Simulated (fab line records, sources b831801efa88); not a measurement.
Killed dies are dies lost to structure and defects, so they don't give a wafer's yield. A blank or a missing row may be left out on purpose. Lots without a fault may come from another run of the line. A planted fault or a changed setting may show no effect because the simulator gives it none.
Which tool did it? | flow gf180mcu | 13 lots, 39 wafers sampled, at 4 steps of a route of 602

WHAT THE GAUGES READ, wafer by wafer
GF_HV_LDD_OVL_MEAS_08. Usual: HV_LDD_OVL 0.3 nm, standard deviation 1.6.
lot  | measured     | on         | HV_LDD_OVL (nm) | flag
L875 | day 10 04:10 | overlay-02 | 0.0 -1.2 -2.1   |
L876 | day 10 08:07 | overlay-01 | -0.5 -2.6 -2.3  |
L880 | day 11 13:56 | overlay-02 | 0.5 0.6 1.5     |
L883 | day 12 09:52 | overlay-01 | -0.8 -1.3 -1.2  |
L885 | day 13 03:47 | overlay-02 | -0.4 -2.6 -1.5  |
L888 | day 13 22:37 | overlay-01 | -1.2 0.1 -2.0   |
L890 | day 14 11:37 | overlay-01 | 2.1 2.1 3.5     |
L891 | day 14 18:49 | overlay-02 | 0.1 -0.5 0.4    |
L892 | day 15 08:07 | overlay-01 | 1.2 0.8 0.8     |
L895 | day 16 03:10 | overlay-02 | 0.5 1.3 1.6     |
L896 | day 16 10:53 | overlay-01 | -2.2 -2.1 -2.6  |
L897 | day 16 17:17 | overlay-01 | -1.8 -2.8 -0.8  |
L898 | day 17 06:04 | overlay-02 | 0.1 -0.2 -0.3   |

GF_HV_LDD_RS_MEAS_53: measures by four-point-probe. Usual: HV_LDD_RS 418.9 ohm/sq, standard deviation 0.96.
lot  | measured     | on            | HV_LDD_RS (ohm/sq) | flag
L875 | day 12 13:29 | film_metro-03 | 418.2 416.8 417.6  |
L876 | day 12 17:11 | film_metro-01 | 418.7 419.7 419.0  |
L880 | day 14 02:19 | film_metro-03 | 417.7 418.5 416.6  |
L883 | day 15 01:02 | film_metro-03 | 417.8 420.0 420.0  |
L885 | day 15 18:24 | film_metro-02 | 419.8 419.2 418.9  |
L888 | day 16 16:53 | film_metro-01 | 419.3 419.4 419.6  |
L890 | day 17 07:34 | film_metro-03 | 416.7 418.7 418.3  |
L891 | day 17 15:46 | film_metro-03 | 419.4 418.7 419.5  |
L892 | day 18 05:34 | film_metro-01 | 418.2 419.0 418.8  |
L895 | day 19 02:32 | film_metro-01 | 418.2 418.1 419.3  |
L896 | day 19 10:56 | film_metro-03 | 420.0 420.5 420.3  |
L897 | day 19 17:05 | film_metro-03 | 419.2 420.3 419.1  |
L898 | day 20 07:19 | film_metro-01 | 419.9 419.5 419.6  |

GF_PSD_RS_MEAS_14: measures by four-point-probe. Usual: NSD_RS 46.42 ohm/sq, standard deviation 0.084.
lot  | measured     | on            | NSD_RS (ohm/sq)                     | flag
L875 | day 14 08:56 | film_metro-03 | 46.44 46.36 46.39                   |
L876 | day 14 13:32 | film_metro-03 | 46.52 46.50 46.52                   |
L880 | day 15 23:28 | film_metro-03 | 46.48 46.31 46.43                   |
L883 | day 17 01:03 | film_metro-03 | 45.25 45.38 45.31 45.33 45.36 45.35 | OFF
L885 | day 17 19:19 | film_metro-03 | 45.38 45.45 45.31 45.34 45.45 45.26 | OFF
L888 | day 18 20:53 | film_metro-03 | 46.52 46.42 46.43                   |
L890 | day 19 10:21 | film_metro-03 | 46.30 46.37 46.44                   |
L891 | day 19 18:51 | film_metro-03 | 46.48 46.32 46.45                   |
L892 | day 20 09:45 | film_metro-02 | 46.42 46.40 46.56                   |
L895 | day 21 06:38 | film_metro-02 | 46.56 46.49 46.47                   |
L896 | day 21 15:19 | film_metro-02 | 46.52 46.46 46.38                   |
L897 | day 21 21:04 | film_metro-04 | 46.41 46.43 46.48                   |
L898 | day 22 09:59 | film_metro-03 | 46.35 46.39 46.39                   |

WHICH TOOL RAN EACH LOT (tool, then ch and the chambers of the sampled wafers, then the start)
lot  | GF_NSD_IMPLANT_10
L875 | implanter-01 ch 0, day 13 11:37
L876 | implanter-01 ch 0, day 13 16:38
L880 | implanter-03 ch 0, day 15 01:28
L883 | implanter-03 ch 0, day 16 01:53
L885 | implanter-03 ch 0, day 16 19:09
L888 | implanter-01 ch 0, day 17 20:19
L890 | implanter-04 ch 0, day 18 10:07
L891 | implanter-01 ch 0, day 18 17:35
L892 | implanter-01 ch 0, day 19 08:31
L895 | implanter-03 ch 0, day 20 05:53
L896 | implanter-03 ch 0, day 20 14:28
L897 | implanter-04 ch 0, day 20 20:20
L898 | implanter-03 ch 0, day 21 10:06
- GF_NSD_IMPLANT_10

WHAT THE TOOLS THEMSELVES READ (means of the sampled wafers that have a number; where no wafer has one, the mark that the record gives instead)
GF_NSD_IMPLANT_10. Usual: dose_ions_cm2 5e+14, standard deviation 5.9e+11; end_station_pressure_torr 7.2e-06 Torr, standard deviation 3.6e-07; faraday_current_uA 2779, standard deviation 58.
lot  | tool         | dose_ions_cm2 | end_station_pressure_torr (Torr) | faraday_current_uA | flag
L875 | implanter-01 | 5e+14         | 7.1e-06                          | 2816               |
L876 | implanter-01 | 5e+14         | 7.5e-06                          | 2774               |
L880 | implanter-03 | 5e+14         | 7.1e-06                          | 2721               |
L883 | implanter-03 | 6e+14         | 7.8e-06                          | 3337               | OFF
L885 | implanter-03 | 6e+14         | 7.9e-06                          | 3316               | OFF
L888 | implanter-01 | 5e+14         | 7.3e-06                          | 2752               |
L890 | implanter-04 | 5e+14         | 7.2e-06                          | 2760               |
L891 | implanter-01 | 5e+14         | 7.2e-06                          | 2733               |
L892 | implanter-01 | 5e+14         | 7.4e-06                          | 2751               |
L895 | implanter-03 | 5e+14         | 7.2e-06                          | 2843               |
L896 | implanter-03 | 5e+14         | 7.0e-06                          | 2820               |
L897 | implanter-04 | 5e+14         | 7.1e-06                          | 2786               |
L898 | implanter-03 | 5e+14         | 7.3e-06                          | 2774               |

THE ANSWER, worked out from the rows above alone
Rule: a lot is off if the mean of its wafers that have a number lies more than 3 standard deviations from the usual mean. A lot without any number at a reading at which 4 lots or more have one is off too. The other lots that the step has rows for count as sound. The gauges are gone through in route order, then the tools' own readings, and for those a lot's mean is taken as printed above. The first step at which some lot is off is used, and at that step the reading that is off furthest; a lot without a number counts as furthest.
Off: L883, L885, at GF_PSD_RS_MEAS_14 (NSD_RS).
A tool fits if, at a process step before that reading, it ran every lot that is off, and no sound lot after the first of them. The gauges at GF_PSD_RS_MEAS_14 aren't tried: what is off there is off at GF_NSD_IMPLANT_10 too, on other tools, and a gauge's error can't cause that. None of those tried fits.

WHAT THE SIMULATOR HAD PUT IN
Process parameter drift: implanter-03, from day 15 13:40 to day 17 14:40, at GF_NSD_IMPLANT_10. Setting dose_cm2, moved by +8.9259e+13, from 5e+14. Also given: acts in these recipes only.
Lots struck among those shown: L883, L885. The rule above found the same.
